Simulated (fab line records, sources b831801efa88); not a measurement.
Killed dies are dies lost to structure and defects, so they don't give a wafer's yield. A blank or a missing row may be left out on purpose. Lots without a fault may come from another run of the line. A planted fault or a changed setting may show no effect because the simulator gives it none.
Which tool did it? | flow gf180mcu | 14 lots, 42 wafers sampled, at 5 steps of a route of 602

WHAT THE GAUGES READ, wafer by wafer
GF_STI_CD_MEAS_12: target cd 220 nm.
lot  | measured    | on        | cd_nm (nm)
L330 | day 2 02:55 | cd_sem-02 | 219.6 220.1 219.9
L331 | day 2 06:21 | cd_sem-02 | 220.6 220.3 220.0
L334 | day 3 02:17 | cd_sem-01 | 220.3 220.0 220.8
L336 | day 3 09:28 | cd_sem-02 | 339.8 338.9 339.0
L335 | day 3 09:52 | cd_sem-01 | 220.7 220.4 220.6
L338 | day 3 18:05 | cd_sem-02 | 328.8 328.1 328.7
L337 | day 3 18:43 | cd_sem-01 | 218.8 219.8 218.6
L339 | day 4 01:31 | cd_sem-01 | 221.1 221.1 221.4
L343 | day 4 19:14 | cd_sem-01 | 219.5 221.3 220.4
L344 | day 5 05:29 | cd_sem-01 | 218.2 219.0 218.8
L346 | day 5 12:48 | cd_sem-01 | 219.2 220.4 221.4
L348 | day 5 22:21 | cd_sem-01 | 220.3 221.0 220.7
L349 | day 6 03:53 | cd_sem-01 | 219.0 218.3 218.2
L351 | day 6 13:26 | cd_sem-02 | 219.8 219.9 220.3

GF_VT_IMPLANT_TW_MEAS_21.
lot  | measured     | on            | VT_IMPLANT_2_TW
L330 | day 6 08:52  | film_metro-03 | 1223 1219 1223
L331 | day 7 03:50  | film_metro-02 | 1215 1213 1213
L334 | day 7 10:11  | film_metro-04 | 1192 1196 1194
L335 | day 7 19:58  | film_metro-03 | 1224 1232 1230
L337 | day 8 06:06  | film_metro-02 | 1221 1216 1219
L339 | day 8 15:02  | film_metro-03 | 1220 1219 1220
L343 | day 9 13:11  | film_metro-02 | 1217 1224 1220
L344 | day 9 23:57  | film_metro-04 | 1203 1192 1193
L346 | day 10 10:01 | film_metro-03 | 1210 1208 1215
L348 | day 10 22:46 | film_metro-02 | 1230 1232 1225
L349 | day 11 04:28 | film_metro-02 | 1232 1228 1226
L351 | day 11 18:53 | film_metro-02 | 1226 1222 1230

WHICH TOOL RAN EACH LOT (tool, then ch and the chambers of the sampled wafers, then the start)
lot  | GF_STI_PEB_10                    | GF_STI_CMP_25                | GF_NWELL_STRIP_10
L330 | litho_track-03 ch 0, day 2 02:34 | cmp-02 ch 0,1,2, day 2 08:23 | plasma_asher-04 ch 0,1, day 3 11:35
L331 | litho_track-02 ch 0, day 2 05:33 | cmp-02 ch 0,1,3, day 2 15:24 | plasma_asher-02 ch 0,1, day 4 03:34
L334 | litho_track-04 ch 0, day 3 01:56 | cmp-02 ch 0,1,3, day 3 04:59 | plasma_asher-04 ch 1, day 4 09:05
L336 | litho_track-02 ch 0, day 3 09:08 | cmp-02 ch 1,2, day 3 11:31   | -
L335 | litho_track-03 ch 0, day 3 09:31 | cmp-01 ch 0,2, day 3 11:59   | plasma_asher-04 ch 0,1, day 4 17:29
L338 | litho_track-02 ch 0, day 3 17:46 | cmp-02 ch 0,1,3, day 3 20:14 | -
L337 | litho_track-04 ch 0, day 3 18:24 | cmp-01 ch 1,2,3, day 3 20:47 | plasma_asher-02 ch 0,1, day 5 02:34
L339 | litho_track-03 ch 0, day 4 01:10 | cmp-01 ch 1,3, day 4 03:38   | plasma_asher-01 ch 0,1, day 5 09:35
L343 | litho_track-04 ch 0, day 4 18:53 | cmp-01 ch 1,2, day 4 21:21   | plasma_asher-01 ch 0, day 6 04:52
L344 | litho_track-03 ch 0, day 5 05:08 | cmp-02 ch 0,2, day 5 07:34   | plasma_asher-01 ch 0,1, day 6 16:01
L346 | litho_track-04 ch 0, day 5 12:28 | cmp-02 ch 0,1,2, day 5 14:50 | plasma_asher-01 ch 0,1, day 6 22:25
L348 | litho_track-04 ch 0, day 5 22:01 | cmp-02 ch 0,1, day 6 00:25   | plasma_asher-04 ch 0,1, day 7 09:56
L349 | litho_track-04 ch 0, day 6 03:32 | cmp-02 ch 1,2, day 6 05:59   | plasma_asher-04 ch 0,1, day 7 14:43
L351 | litho_track-03 ch 0, day 6 13:05 | cmp-01 ch 2,3, day 6 15:47   | plasma_asher-01 ch 0,1, day 8 01:52
- GF_STI_PEB_10: peb time 90 s.
- GF_STI_CMP_25: polishes, stops on Si3N4, t overpolish 33 s, target thk 524.6 nm.
- GF_NWELL_STRIP_10: strips in O2/N2.

WHAT THE TOOLS THEMSELVES READ (means of the sampled wafers that have a number; where no wafer has one, the mark that the record gives instead)
GF_STI_PEB_10.
lot  | tool           | heater_power_total_W (W) | plate_temp_C (C)
L330 | litho_track-03 | 85.70                    | 135.03
L331 | litho_track-02 | 85.70                    | 135.10
L334 | litho_track-04 | 85.73                    | 135.16
L336 | litho_track-02 | 70.80                    | 116.86
L335 | litho_track-03 | 85.68                    | 135.07
L338 | litho_track-02 | 70.96                    | 116.82
L337 | litho_track-04 | 85.63                    | 134.99
L339 | litho_track-03 | 85.72                    | 134.94
L343 | litho_track-04 | 85.74                    | 134.93
L344 | litho_track-03 | 85.76                    | 134.75
L346 | litho_track-04 | 85.70                    | 135.09
L348 | litho_track-04 | 85.70                    | 134.91
L349 | litho_track-04 | 85.74                    | 135.06
L351 | litho_track-03 | 85.74                    | 135.17

GF_STI_CMP_25.
lot  | tool   | motor_current_A (A) | overpolish_run_s (s) | slurry_filter_dp_kPa (kPa) | time_to_endpoint_s (s)
L330 | cmp-02 | 12.0                | 33.009               | 13.65                      | 121
L331 | cmp-02 | 11.2                | 33.000               | 13.45                      | 123
L334 | cmp-02 | 11.1                | 33.002               | 13.52                      | 118
L336 | cmp-02 | 13.6                | 32.995               | 13.45                      | 123
L335 | cmp-01 | 13.5                | 32.994               | 13.54                      | 123
L338 | cmp-02 | 11.4                | 33.001               | 13.45                      | 113
L337 | cmp-01 | 14.0                | 33.001               | 13.47                      | 125
L339 | cmp-01 | 14.4                | 33.000               | 13.53                      | 127
L343 | cmp-01 | 14.7                | 33.008               | 13.39                      | 123
L344 | cmp-02 | 10.8                | 32.999               | 13.48                      | 119
L346 | cmp-02 | 12.1                | 33.000               | 13.61                      | 114
L348 | cmp-02 | 10.8                | 33.005               | 13.44                      | 122
L349 | cmp-02 | 13.7                | 32.997               | 13.42                      | 121
L351 | cmp-01 | 13.4                | 32.990               | 13.41                      | 126

GF_NWELL_STRIP_10.
lot  | tool            | drypump_motor_current_A (A) | heater_power_w (W) | oes_product_au (a.u.) | strip_time_to_endpoint_s (s)
L330 | plasma_asher-04 | 5.67                        | 355                | 0.724                 | 36.80
L331 | plasma_asher-02 | 5.41                        | 351                | 0.725                 | 37.02
L334 | plasma_asher-04 | 5.74                        | 368                | 0.727                 | 36.97
L335 | plasma_asher-04 | 5.57                        | 344                | 0.720                 | 36.94
L337 | plasma_asher-02 | 5.41                        | 326                | 0.723                 | 37.11
L339 | plasma_asher-01 | 5.30                        | 341                | 0.723                 | 36.92
L343 | plasma_asher-01 | 5.72                        | 368                | 0.724                 | 37.00
L344 | plasma_asher-01 | 5.31                        | 334                | 0.727                 | 36.98
L346 | plasma_asher-01 | 5.50                        | 350                | 0.721                 | 36.89
L348 | plasma_asher-04 | 5.58                        | 351                | 0.726                 | 36.80
L349 | plasma_asher-04 | 5.67                        | 358                | 0.724                 | 36.99
L351 | plasma_asher-01 | 5.50                        | 348                | 0.724                 | 36.96

THE ANSWER, worked out from the rows above alone
Rule: what is usual is taken from the lots themselves. Put in order of their means at a reading, lots are off if they are a third of the lots or fewer, leave a main group of 4 or more, and stand apart from it by a gap of 3 or more times the standard deviation of the main group's means; of several such gaps the widest counts. A main group whose means are all the same, to the digits that the tables above print for the reading, isn't used. A lot without any number at a reading at which 4 lots or more have one is off too. The other lots that the step has rows for count as sound. The gauges are gone through in route order, then the tools' own readings, and for those a lot's mean is taken as printed above. The first step at which some lot is off is used, and at that step the reading that is off furthest; a lot without a number counts as furthest.
Off: L336, L338, at GF_STI_CD_MEAS_12 (cd_nm). The main group: mean 220.0 nm, standard deviation 0.8.
A tool fits if, at a process step before that reading, it ran every lot that is off, and no sound lot after the first of them. The gauges at GF_STI_CD_MEAS_12 aren't tried: what is off there is off at GF_STI_PEB_10 too, on other tools, and a gauge's error can't cause that. One fits: litho_track-02 at GF_STI_PEB_10. Its last sound lot is L331 (day 2 05:33), its first lot that is off L336 (day 3 09:08): a fault that began between those two fits.
The tool's own readings at GF_STI_PEB_10 bear it out: on the lots that are off they differ by more than 5 times the standard deviation of the sound lots' means. heater_power_total_W reads 70.88 W there against 85.71 W on the sound lots; plate_temp_C reads 116.84 C there against 135.02 C on the sound lots.

WHAT THE SIMULATOR HAD PUT IN
Process parameter drift: litho_track-02, from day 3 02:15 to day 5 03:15, at GF_STI_PEB_10. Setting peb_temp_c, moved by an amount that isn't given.
Lots struck among those shown: L336, L338. The rule above found the same.
